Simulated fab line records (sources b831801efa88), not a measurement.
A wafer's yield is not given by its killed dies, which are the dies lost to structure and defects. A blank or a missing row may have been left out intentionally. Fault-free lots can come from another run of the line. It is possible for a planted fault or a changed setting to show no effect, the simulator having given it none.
Problem report, 8D (eight disciplines) form, completed by code / flow sky130 / the parts of the form that need people (team, actions taken, sign-off) are left out

## 1. WHAT WENT WRONG
Mean of bias_w at SKY_LI_CONTACT_ETCH_15: 982 W across 6 wafers in 2 lots; on wafers with no fault it is 1200 W (standard deviation 3.7). That puts it -59 standard deviations away from the usual mean.
The step: etches PSG in C4F8/O2/Ar, stops on Si, target depth 600 nm.
Seen first at day 30 05:38 on rie_diel-01, wafer L461.2. The record has a number at this step for 33 wafers belonging to 11 lots. Rule for "out", or "out of limits": more than 4 standard deviations from the usual mean. The rest of the wafers with a number are treated as sound.

## 2. WHAT IT IS; WHAT IT IS NOT
question=which readings at this step | is=bias_w | is not=chamber_pressure_mTorr, oes_product_au
question=which lots | is=L461, L462 | is not=L460, L471, L472, L473, L475, L477, L479, L480, L481
question=which wafers of those lots | is=all that have a number | is not=-
question=read on which tools | is=rie_diel-01 | is not=rie_diel-02, rie_diel-03
question=when | is=from day 30 05:38 | is not=up to then (3 sound wafers); but 24 sound wafers of L471, L472, L473, L475, L477, L479, L480, L481 came after

## 3. SUSPECTS, AND WHAT RULES EACH OUT
Counting: a tool at any process step up to the reading remains a suspect when it ran all the lots that are out and ran no sound lot after the first of those.
- rie_diel-01 at SKY_LI_CONTACT_ETCH_14 (etches BARC in N2/H2, stops on SiO2, time 45.9 s, target depth 60 nm): ruled out as a lasting fault. Following L461 (day 30 05:34), the first lot on it that is out, the sound lots L473, L479, L480, L481 were run on it.
- rie_diel-01 at SKY_LI_CONTACT_ETCH_15 (etches PSG in C4F8/O2/Ar, stops on Si, target depth 600 nm): ruled out as a lasting fault. Following L461 (day 30 05:38), the first lot on it that is out, the sound lots L473, L479, L480, L481 were run on it.
Left after counting: nothing in the record.

## 4. THE CAUSE (what the simulator had put in)
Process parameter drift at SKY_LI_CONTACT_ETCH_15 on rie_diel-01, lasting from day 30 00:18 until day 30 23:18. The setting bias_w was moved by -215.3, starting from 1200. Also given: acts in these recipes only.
Counting ruled it out, wrongly.

## 5. THE CHAIN OF EFFECTS, in route order
Rows list readings where the struck wafers' mean (over those with a number) sits beyond 3 standard deviations from the usual. Only readings for which the record gives a usual standard deviation are gone through. hours: the time from each lot's start at the first step in this table that gives one to its start at this step, as a median over the lots. sigmas: the change in usual standard deviations.
hours=0; step=SKY_LI_CONTACT_ETCH_15; reading=bias_w; usual=1200 W; on struck wafers=982; change=-218; sigmas=-59
hours=0; step=SKY_LI_CONTACT_STRIP_16; reading=strip_time_to_endpoint_s; usual=3.49 s; on struck wafers=3.61; change=+0.12; sigmas=+3.7
The process steps in it:
- SKY_LI_CONTACT_ETCH_15: etches PSG in C4F8/O2/Ar, stops on Si, target depth 600 nm.
- SKY_LI_CONTACT_STRIP_16: strips in O2/N2.

## 6. WHAT WOULD HAVE CAUGHT IT SOONER
In this record the first reading out of limits was taken at day 30 05:38, 5 hours after the fault began at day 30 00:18.
